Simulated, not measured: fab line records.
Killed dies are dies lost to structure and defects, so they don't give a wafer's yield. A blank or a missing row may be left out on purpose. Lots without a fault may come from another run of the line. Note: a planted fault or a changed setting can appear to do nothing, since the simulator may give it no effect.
Chamber matching + flow sky130 + SKY_VIA3_ETCH_15 on rie-diel-04: 4 sister chambers
The step etches SiO2 in C4F8/O2/Ar, stops on TiN, target depth 507 nm, time 78 s. 4 wafers are shown with their chamber, then 7 later ones without.

== WAFERS PAIRED WITH THEIR CHAMBERS ==
| wafer  | chamber | oes-product-au (a.u.) |
|--------|---------|-----------------------|
| L224.3 | 2       | 0.939                 |
| L224.6 | 0       | 0.947                 |
| L226.2 | 3       | 0.950                 |
| L226.3 | 1       | 0.938                 |

== WAFERS MISSING THEIR CHAMBER ==
| wafer  | oes-product-au (a.u.) |
|--------|-----------------------|
| L226.4 | 0.941                 |
| L231.1 | 0.944                 |
| L231.4 | 0.943                 |
| L231.6 | 0.958                 |
| L240.2 | 0.946                 |
| L240.3 | 0.948                 |
| L240.6 | 0.946                 |

== EACH ONE'S CHAMBER ==
| wafer  | from the rows above               | in truth |
|--------|-----------------------------------|----------|
| L226.4 | can't be placed: 2 or 1 or 0 or 3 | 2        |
| L231.1 | can't be placed: 0 or 2 or 1 or 3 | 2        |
| L231.4 | can't be placed: 0 or 2 or 1 or 3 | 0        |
| L231.6 | can't be placed: 3 or 0           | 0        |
| L240.2 | can't be placed: 0 or 3 or 2 or 1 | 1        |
| L240.3 | can't be placed: 0 or 3           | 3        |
| L240.6 | can't be placed: 0 or 3 or 2 or 1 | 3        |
Correct placement for 0 of the 7. Unplaceable from these rows: 7, with the true chamber sitting among the candidates in 7. 0 placed wrongly.
How it was worked out, from the rows above alone: a wafer's distance from a chamber is the root of the sum, over the readings, of the square of ((its reading less the chamber's mean) divided by the reading's scatter). If the next closest chamber is less than 2 further off than the closest, the wafer can't be placed; otherwise it belongs to the closest. Each chamber's mean is taken over the wafers shown for it. The scatter: root of mean squared gap, hidden wafer to nearest shown wafer, with one shown wafer a chamber.
